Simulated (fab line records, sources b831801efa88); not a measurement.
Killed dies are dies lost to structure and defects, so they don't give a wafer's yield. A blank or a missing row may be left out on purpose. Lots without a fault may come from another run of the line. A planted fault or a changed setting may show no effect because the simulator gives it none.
Which tool did it? | flow sfq_line | 14 lots, 42 wafers sampled, at 2 steps of a route of 325

WHAT THE GAUGES READ, wafer by wafer
The record holds no reading of a measuring or inspecting step that can be judged against a usual standard deviation.

WHICH TOOL RAN EACH LOT (tool, then ch and the chambers of the sampled wafers, then the start)
lot  | SFQ_TRILAYER_A5C_DEP_PECVD_142  | SFQ_TRILAYER_C5_ETCH_VIA_ETCH_154
L965 | pecvd-01 ch 0,1, day 50 04:29   | rie_diel-01 ch 0,1,2, day 55 00:41
L966 | pecvd-02 ch 0,1, day 50 16:29   | rie_diel-02 ch 1,2,3, day 55 12:41
L967 | pecvd-04 ch 1,2, day 51 02:11   | rie_diel-02 ch 0,2,3, day 55 22:17
L968 | pecvd-02 ch 0,1,2, day 51 09:23 | rie_diel-03 ch 0,1,3, day 56 05:29
L971 | pecvd-04 ch 0,1,2, day 53 08:10 | rie_diel-02 ch 0,1,3, day 57 14:38
L972 | pecvd-04 ch 0,1, day 53 21:11   | rie_diel-01 ch 0,1,3, day 58 11:26
L973 | pecvd-04 ch 1,2, day 54 05:14   | rie_diel-01 ch 0,1,3, day 58 18:38
L974 | pecvd-01 ch 0,1, day 54 15:56   | rie_diel-03 ch 0,1,3, day 59 01:50
L976 | pecvd-02 ch 1,2, day 55 05:10   | rie_diel-03 ch 1,2, day 59 13:38
L977 | pecvd-01 ch 0,2, day 55 09:56   | rie_diel-03 ch 2,3, day 59 18:26
L982 | pecvd-02 ch 0,1,2, day 56 15:48 | rie_diel-03 ch 1,2,3, day 60 23:14
L984 | pecvd-04 ch 0,2, day 57 09:29   | rie_diel-02 ch 0,1, day 61 15:35
L985 | pecvd-01 ch 0,2, day 57 14:17   | rie_diel-02 ch 0,1,3, day 61 20:23
L987 | pecvd-04 ch 0,1, day 57 20:17   | rie_diel-01 ch 0,1, day 62 03:35
- SFQ_TRILAYER_A5C_DEP_PECVD_142: deposits SiO2 from SiH4/N2O, time 15.556 s, target thk 70 nm.
- SFQ_TRILAYER_C5_ETCH_VIA_ETCH_154: etches SiO2 in CHF3, stops on Nb, target depth 84 nm.

WHAT THE TOOLS THEMSELVES READ (means of the sampled wafers that have a number; where no wafer has one, the mark that the record gives instead)
SFQ_TRILAYER_A5C_DEP_PECVD_142.
lot  | tool     | heater_power_w (W) | rf_fwd_power_W (W) | susceptor_temp_C (C) | throttle_valve_pct (%)
L965 | pecvd-01 | 74                 | 180.0              | 149.96               | 26.9
L966 | pecvd-02 | 56                 | 180.3              | 149.93               | 24.9
L967 | pecvd-04 | 77                 | 180.5              | 150.00               | 23.8
L968 | pecvd-02 | 63                 | 179.8              | 149.92               | 25.2
L971 | pecvd-04 | 89                 | 180.3              | 150.00               | 24.7
L972 | pecvd-04 | 76                 | 179.9              | 150.15               | 24.9
L973 | pecvd-04 | 83                 | 180.4              | 149.96               | 24.0
L974 | pecvd-01 | 78                 | 179.7              | 149.82               | 26.8
L976 | pecvd-02 | 64                 | 180.1              | 150.03               | 26.0
L977 | pecvd-01 | 70                 | 179.9              | 149.90               | 27.0
L982 | pecvd-02 | 59                 | 180.3              | 150.11               | 25.3
L984 | pecvd-04 | 86                 | 179.6              | 149.84               | 25.9
L985 | pecvd-01 | 87                 | 180.0              | 150.14               | 22.8
L987 | pecvd-04 | 71                 | 180.1              | 149.96               | 24.3

SFQ_TRILAYER_C5_ETCH_VIA_ETCH_154.
lot  | tool        | drypump_motor_current_A (A) | oes_product_au (a.u.) | rf_fwd_power_W (W)
L965 | rie_diel-01 | 5.7                         | 0.899                 | 494.8
L966 | rie_diel-02 | 6.0                         | 0.884                 | 495.6
L967 | rie_diel-02 | 6.1                         | 0.901                 | 495.3
L968 | rie_diel-03 | 5.9                         | 0.888                 | 493.7
L971 | rie_diel-02 | 6.0                         | 0.905                 | 494.8
L972 | rie_diel-01 | 5.6                         | 0.904                 | 495.3
L973 | rie_diel-01 | 5.6                         | 0.890                 | 495.2
L974 | rie_diel-03 | 5.8                         | 0.897                 | 493.3
L976 | rie_diel-03 | 6.3                         | 0.902                 | 491.5
L977 | rie_diel-03 | 5.8                         | 0.901                 | 495.2
L982 | rie_diel-03 | 5.8                         | 0.895                 | 493.1
L984 | rie_diel-02 | 5.6                         | 0.932                 | 493.2
L985 | rie_diel-02 | 5.9                         | 0.895                 | 493.8
L987 | rie_diel-01 | 5.3                         | 0.933                 | 495.2

THE ANSWER, worked out from the rows above alone
Rule: what is usual is taken from the lots themselves. Put in order of their means at a reading, lots are off if they are a third of the lots or fewer, leave a main group of 4 or more, and stand apart from it by a gap of 3 or more times the standard deviation of the main group's means; of several such gaps the widest counts. A main group whose means are all the same, to the digits that the tables above print for the reading, isn't used. A lot without any number at a reading at which 4 lots or more have one is off too. The other lots that the step has rows for count as sound. The gauges are gone through in route order, then the tools' own readings, and for those a lot's mean is taken as printed above. The first step at which some lot is off is used, and at that step the reading that is off furthest; a lot without a number counts as furthest.
Off: L984, L987, at SFQ_TRILAYER_C5_ETCH_VIA_ETCH_154 (oes_product_au). The main group: mean 0.897 a.u., standard deviation 0.0063.
A tool fits if, at that step or a process step before it, it ran every lot that is off, and no sound lot after the first of them. One fits: pecvd-04 at SFQ_TRILAYER_A5C_DEP_PECVD_142. Its last sound lot is L973 (day 54 05:14), its first lot that is off L984 (day 57 09:29): a fault that began between those two fits.

WHAT THE SIMULATOR HAD PUT IN
Process parameter drift: pecvd-04, from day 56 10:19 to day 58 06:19, at SFQ_TRILAYER_A5C_DEP_PECVD_142. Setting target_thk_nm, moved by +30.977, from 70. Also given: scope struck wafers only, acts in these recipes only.
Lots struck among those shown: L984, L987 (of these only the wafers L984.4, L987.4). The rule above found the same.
